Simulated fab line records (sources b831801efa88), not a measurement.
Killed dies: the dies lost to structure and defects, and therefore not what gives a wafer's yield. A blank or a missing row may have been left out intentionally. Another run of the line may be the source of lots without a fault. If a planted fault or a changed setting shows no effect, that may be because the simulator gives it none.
Which tool was responsible? / flow sky130 / 10 lots, 30 wafers sampled, at 4 steps of a route of 708

## WHAT THE GAUGES READ, wafer by wafer
SKY_POLY_GATE_THK_MEAS_01. Usual: POLY_GATE_CVD_00_THK 180.3 nm, standard deviation 1.7.
lot=L904; measured=day 14 12:36; on=film metro-02; POLY_GATE_CVD_00_THK (nm)=180.7 180.5 182.4; flag=
lot=L907; measured=day 15 07:49; on=film metro-01; POLY_GATE_CVD_00_THK (nm)=180.9 181.1 179.1; flag=
lot=L908; measured=day 15 19:16; on=film metro-03; POLY_GATE_CVD_00_THK (nm)=180.9 181.3 179.4; flag=
lot=L910; measured=day 16 19:36; on=film metro-03; POLY_GATE_CVD_00_THK (nm)=177.0 179.2 178.6; flag=
lot=L913; measured=day 17 10:53; on=film metro-03; POLY_GATE_CVD_00_THK (nm)=180.1 180.1 179.4; flag=
lot=L915; measured=day 18 06:59; on=film metro-02; POLY_GATE_CVD_00_THK (nm)=179.9 179.4 182.2; flag=
lot=L916; measured=day 18 18:44; on=film metro-01; POLY_GATE_CVD_00_THK (nm)=179.2 177.6 178.1; flag=
lot=L920; measured=day 20 03:23; on=film metro-02; POLY_GATE_CVD_00_THK (nm)=161.9 161.8 160.7; flag=OFF
lot=L921; measured=day 20 08:54; on=film metro-01; POLY_GATE_CVD_00_THK (nm)=164.7 164.3 164.9; flag=OFF
lot=L926; measured=day 22 19:19; on=film metro-02; POLY_GATE_CVD_00_THK (nm)=183.6 183.0 184.0; flag=

SKY_VIA3_CD_MEAS_12 targets a cd of 200 nm. Usual: cd nm at 200.5 nm, with a standard deviation of 1.7.
lot=L904; measured=day 40 01:02; on=cd sem-01; cd nm (nm)=198.5 200.9 199.5; flag=
lot=L907; measured=day 40 22:29; on=cd sem-02; cd nm (nm)=200.9 200.9 199.9; flag=
lot=L908; measured=day 41 10:17; on=cd sem-01; cd nm (nm)=202.0 203.3 202.0; flag=
lot=L910; measured=day 42 06:17; on=cd sem-02; cd nm (nm)=197.7 194.0 197.1; flag=
lot=L913; measured=day 42 17:26; on=cd sem-02; cd nm (nm)=200.8 201.1 201.5; flag=
lot=L915; measured=day 43 08:04; on=cd sem-02; cd nm (nm)=200.2 198.6 199.3; flag=
lot=L916; measured=day 43 15:20; on=cd sem-02; cd nm (nm)=201.9 202.1 202.9; flag=
lot=L920; measured=day 44 18:08; on=cd sem-02; cd nm (nm)=197.6 198.3 198.8; flag=
lot=L921; measured=day 44 19:11; on=cd sem-01; cd nm (nm)=200.4 201.0 200.1; flag=
lot=L926; measured=day 46 12:47; on=cd sem-02; cd nm (nm)=199.0 199.1 198.4; flag=

## WHAT TOOL EACH LOT RAN ON (gives the tool, then ch and the chambers of the sampled wafers, and finally the start)
lot=L904; SKY_POLY_GATE_CVD_00=lpcvd-01 ch 0, day 14 11:24; SKY_POLY_GATE_ETCH_17=rie si-02 ch 0,1, day 16 21:20
lot=L907; SKY_POLY_GATE_CVD_00=lpcvd-01 ch 0, day 15 06:37; SKY_POLY_GATE_ETCH_17=rie si-02 ch 2,3, day 17 20:17
lot=L908; SKY_POLY_GATE_CVD_00=lpcvd-01 ch 1, day 15 18:04; SKY_POLY_GATE_ETCH_17=rie si-01 ch 1,2,3, day 18 08:05
lot=L910; SKY_POLY_GATE_CVD_00=lpcvd-01 ch 0, day 16 18:24; SKY_POLY_GATE_ETCH_17=rie si-02 ch 1,2,3, day 19 11:35
lot=L913; SKY_POLY_GATE_CVD_00=lpcvd-01 ch 1, day 17 09:41; SKY_POLY_GATE_ETCH_17=rie si-02 ch 1,2, day 20 02:35
lot=L915; SKY_POLY_GATE_CVD_00=lpcvd-01 ch 0, day 18 05:47; SKY_POLY_GATE_ETCH_17=rie si-02 ch 0,2,3, day 20 21:59
lot=L916; SKY_POLY_GATE_CVD_00=lpcvd-01 ch 0, day 18 16:55; SKY_POLY_GATE_ETCH_17=rie si-01 ch 1,2,3, day 21 11:15
lot=L920; SKY_POLY_GATE_CVD_00=lpcvd-01 ch 0, day 20 01:35; SKY_POLY_GATE_ETCH_17=rie si-01 ch 0,2,3, day 22 20:02
lot=L921; SKY_POLY_GATE_CVD_00=lpcvd-01 ch 0, day 20 07:05; SKY_POLY_GATE_ETCH_17=rie si-02 ch 0,2,3, day 23 00:35
lot=L926; SKY_POLY_GATE_CVD_00=lpcvd-01 ch 1, day 22 18:05; SKY_POLY_GATE_ETCH_17=rie si-01 ch 2,3, day 25 09:35
- SKY_POLY_GATE_CVD_00: deposits poly-Si, target thk 180 nm, time 720 s.
- SKY_POLY_GATE_ETCH_17: etches poly-Si in HBr/Cl2, stops on SiO2, target depth 180 nm, time 70.5 s.

## AS READ BY THE TOOLS THEMSELVES (means over the sampled wafers that have a number; for cases with no such wafer, the mark the record gives instead)
SKY_POLY_GATE_CVD_00. Usual: pressure mtorr 199.9 mTorr, standard deviation 0.37; spike tc centre C 620.4 C, standard deviation 1.1; susceptor temp C 620.03 C, standard deviation 0.28; zone power centre pct 10.4 %, standard deviation 0.76.
lot=L904; tool=lpcvd-01; pressure mtorr (mTorr)=200.3; spike tc centre C (C)=619.3; susceptor temp C (C)=619.68; zone power centre pct (%)=10.9; flag=
lot=L907; tool=lpcvd-01; pressure mtorr (mTorr)=199.8; spike tc centre C (C)=620.2; susceptor temp C (C)=619.83; zone power centre pct (%)=11.0; flag=
lot=L908; tool=lpcvd-01; pressure mtorr (mTorr)=199.5; spike tc centre C (C)=621.8; susceptor temp C (C)=620.38; zone power centre pct (%)=9.5; flag=
lot=L910; tool=lpcvd-01; pressure mtorr (mTorr)=200.1; spike tc centre C (C)=620.0; susceptor temp C (C)=620.11; zone power centre pct (%)=11.0; flag=
lot=L913; tool=lpcvd-01; pressure mtorr (mTorr)=199.5; spike tc centre C (C)=621.7; susceptor temp C (C)=619.76; zone power centre pct (%)=9.5; flag=
lot=L915; tool=lpcvd-01; pressure mtorr (mTorr)=199.9; spike tc centre C (C)=620.3; susceptor temp C (C)=619.82; zone power centre pct (%)=10.9; flag=
lot=L916; tool=lpcvd-01; pressure mtorr (mTorr)=200.1; spike tc centre C (C)=621.0; susceptor temp C (C)=620.01; zone power centre pct (%)=11.1; flag=
lot=L920; tool=lpcvd-01; pressure mtorr (mTorr)=200.4; spike tc centre C (C)=620.0; susceptor temp C (C)=620.19; zone power centre pct (%)=10.9; flag=
lot=L921; tool=lpcvd-01; pressure mtorr (mTorr)=199.7; spike tc centre C (C)=620.1; susceptor temp C (C)=619.71; zone power centre pct (%)=11.0; flag=
lot=L926; tool=lpcvd-01; pressure mtorr (mTorr)=200.3; spike tc centre C (C)=621.0; susceptor temp C (C)=620.43; zone power centre pct (%)=9.4; flag=

SKY_POLY_GATE_ETCH_17. Usual: drypump motor current A 5.8 A, standard deviation 0.55; oes product au 0.984 a.u., standard deviation 0.011; throttle valve pct 33.685 %, standard deviation 0.009.
lot=L904; tool=rie si-02; drypump motor current A (A)=5.2; oes product au (a.u.)=0.977; throttle valve pct (%)=33.685; flag=
lot=L907; tool=rie si-02; drypump motor current A (A)=6.0; oes product au (a.u.)=0.971; throttle valve pct (%)=33.681; flag=
lot=L908; tool=rie si-01; drypump motor current A (A)=6.1; oes product au (a.u.)=0.994; throttle valve pct (%)=33.682; flag=
lot=L910; tool=rie si-02; drypump motor current A (A)=5.6; oes product au (a.u.)=0.974; throttle valve pct (%)=33.684; flag=
lot=L913; tool=rie si-02; drypump motor current A (A)=5.2; oes product au (a.u.)=0.980; throttle valve pct (%)=33.675; flag=
lot=L915; tool=rie si-02; drypump motor current A (A)=5.8; oes product au (a.u.)=0.989; throttle valve pct (%)=33.676; flag=
lot=L916; tool=rie si-01; drypump motor current A (A)=6.1; oes product au (a.u.)=0.986; throttle valve pct (%)=33.694; flag=
lot=L920; tool=rie si-01; drypump motor current A (A)=6.0; oes product au (a.u.)=0.920; throttle valve pct (%)=33.683; flag=OFF
lot=L921; tool=rie si-02; drypump motor current A (A)=5.8; oes product au (a.u.)=0.935; throttle valve pct (%)=33.688; flag=OFF
lot=L926; tool=rie si-01; drypump motor current A (A)=6.3; oes product au (a.u.)=1.000; throttle valve pct (%)=33.681; flag=

## THE ANSWER, worked out from the rows above alone
Rule: a lot counts as off when the mean over its wafers that have a number is more than 3 standard deviations away from the usual mean. Also off: a lot with no number at a reading for which 4 or more lots have one. The other lots that the step has rows for count as sound. First the gauges in route order, then the tools' own readings, where a lot's mean is used as printed above. At the first step where some lot is off, the reading lying furthest off is the one used; lots without a number count as furthest.
Off: L920, L921, seen at SKY_POLY_GATE_THK_MEAS_01 (POLY_GATE_CVD_00_THK).
A tool fits if, at a process step before that reading, it ran every lot that is off, and no sound lot after the first of them. The gauges at SKY_POLY_GATE_THK_MEAS_01 aren't tried: what is off there is off at SKY_POLY_GATE_ETCH_17 too, on other tools, and a gauge's error can't cause that. Not one of the candidates tried fits.

## WHAT HAD BEEN PUT IN BY THE SIMULATOR
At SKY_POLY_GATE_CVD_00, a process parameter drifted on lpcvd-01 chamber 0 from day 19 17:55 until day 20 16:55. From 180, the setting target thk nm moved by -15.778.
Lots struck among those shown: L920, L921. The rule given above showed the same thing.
